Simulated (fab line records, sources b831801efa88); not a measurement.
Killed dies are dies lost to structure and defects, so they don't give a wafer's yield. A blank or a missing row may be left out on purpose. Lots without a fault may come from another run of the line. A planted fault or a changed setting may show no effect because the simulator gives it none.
A struck lot beside a sound one | flow sky130 | 14 steps out of a route of 708
Sound: wafers L448.1, L448.5, L448.6. Struck: wafers L462.1, L462.2, L462.5. The cause comes at the end.
At each step with rows: each side's tool, then ch and its chambers, then its first start. Under that, the readings that differ: sound wafers | struck wafers | difference of the means | sigmas: that difference in standard deviations of wafers without a fault.
alike: readings whose means differ by less than 2 such deviations, and words and numbers that are the same on both sides. not compared: withheld readings, readings that some wafer has no value for, bounds like >300 that may hide the same value, and numbers for which the record gives no deviation and whose values overlap.
The two part at a step that has a row with sigmas, a row that says differs or no value, or rows on one side only. Numbers that don't overlap but have no deviation are shown without sigmas and don't part them. A reading that every wafer of one side lacks parts them only if that side has two wafers or more.

first, 4 steps without rows for these wafers: SKY_VT_ADJUST_LVTN_SOFTBAKE_03; SKY_VT_ADJUST_LVTN_EXPOSE_04 (exposes mask NWM COMPLEMENT LESS NATIVE, target cd 840 nm); SKY_VT_ADJUST_LVTN_PEB_05; SKY_VT_ADJUST_LVTN_DEVELOP_06 (develop time 60 s).
SKY_VT_ADJUST_LVTN_OVL_MEAS_07:
  sound on overlay-01, day 6 20:27; struck on overlay-01, day 11 03:36
  alike: VT_ADJUST_LVTN_OVL
then, 1 step without rows for these wafers: SKY_VT_ADJUST_LVTN_IMPLANT_08.
SKY_VT_ADJUST_LVTN_STRIP_09: strips in O2/N2.
  sound on plasma_asher-04 ch 0,1, day 6 20:38; struck on plasma_asher-02 ch 0,1, day 11 03:47
  alike: drypump_motor_current_A, o2_flow_sccm, oes_product_au, strip_time_to_endpoint_s
  not compared: rf_hours_counter_h
SKY_VT_ADJUST_LVTN_TW_MEAS_10:
  sound on film_metro-01, day 6 20:44; struck on film_metro-04, day 11 03:53
  alike: VT_ADJUST_LVTN_TW
then, 4 steps without rows for these wafers: SKY_VT_ADJUST_LVTN_DEHYDRATE_11 (time 60 s); SKY_VT_ADJUST_LVTN_HMDS_12 (prime time 60 s); SKY_VT_ADJUST_LVTN_COAT_13 (resist thk 1140 nm); SKY_VT_ADJUST_LVTN_SOFTBAKE_14 (time 60 s).
SKY_VT_ADJUST_LVTN_EXPOSE_15: exposes mask HVN STD DERIVED, target cd 600 nm.
  sound on iline_stepper-01 ch 0, day 7 07:08; struck on iline_stepper-01, day 11 14:49
  no value came back on the struck wafers for exposure_dose_mJ_cm2, focus_offset_nm (nm); on the sound wafers exposure_dose_mJ_cm2 reads 162.98 163.16 163.02
  reading                                | sound                   | struck            | difference | sigmas
  model.VT_ADJUST_LVTN.overlay_x_nm (nm) | -0.8632 -0.8632 -0.8632 | 1.695 1.695 1.695 | +2.558     |
  alike: mask
then, 1 step without rows for these wafers: SKY_VT_ADJUST_LVTN_PEB_16.

WHERE THEY PART
Only at SKY_VT_ADJUST_LVTN_EXPOSE_15, within this record.

WHY: what the simulator had put in
Skipped step whole: iline_stepper-01, from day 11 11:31 on, at SKY_VT_ADJUST_LVTN_EXPOSE_15. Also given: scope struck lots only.
